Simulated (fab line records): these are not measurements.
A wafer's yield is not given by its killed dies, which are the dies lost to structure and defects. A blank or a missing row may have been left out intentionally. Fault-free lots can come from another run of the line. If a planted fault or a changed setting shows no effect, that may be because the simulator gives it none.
A single fault, viewed from 2 desks | flow sky130 | what lay behind the numbers comes last; until then each desk has only its own

FROM THE METROLOGY DESK
What the gauges read for every lot (on any tool): the sampled wafers with a number, averaged. Marked OUT: a lot whose mean sits more than 4 standard deviations from the usual mean, which makes it out of limits; the brackets give that distance.
Columns: A = VIA4_OVL at SKY_VIA4_OVL_MEAS_11, usual -1.0 nm; B = VIA4_W_RS at SKY_VIA4_RS_MEAS_19, usual 0.2274 ohm/sq; C = VIA4_W_THK at SKY_VIA4_THK_MEAS_20, usual 528 nm
lot  | first seen here | A    | B      | C
L971 | day 43 22:59    | -0.7 | 0.2285 | 517
L975 | day 45 01:43    | -0.1 | 0.2292 | 522
L980 | day 46 06:22    | -0.9 | 0.2264 | 535
L985 | day 47 10:19    | -1.2 | 0.2253 | 536
L991 | day 48 18:53    | -1.9 | 0.2261 | 535
This desk's finding: nothing out of limits on any of the 5 lots.

AT THE TOOL OWNER'S DESK: pvdSputter-03
At SKY_METAL5_SPUTTER_01 (material TiN, target thk 20 nm, time 16.7 s) the tool's own readings: per lot run on this tool, the mean of the sampled wafers that have a number. Marked OUT: a lot whose mean sits more than 4 standard deviations from the usual mean, which makes it out of limits; the brackets give that distance.
Columns: A = throttleValvePct at SKY_METAL5_SPUTTER_01, usual 29.9 %
lot  | first seen here | A
L971 | day 44 00:23    | 29.2
L975 | day 45 03:13    | 30.3
L980 | day 46 07:52    | 29.8
This desk's finding: nothing out of limits on any of the 3 lots.

ALL TOGETHER
Metrology desk: nothing out of limits seen.
The desk of the tool owner found nothing out of limits.

WHAT WAS PUT IN BY THE SIMULATOR
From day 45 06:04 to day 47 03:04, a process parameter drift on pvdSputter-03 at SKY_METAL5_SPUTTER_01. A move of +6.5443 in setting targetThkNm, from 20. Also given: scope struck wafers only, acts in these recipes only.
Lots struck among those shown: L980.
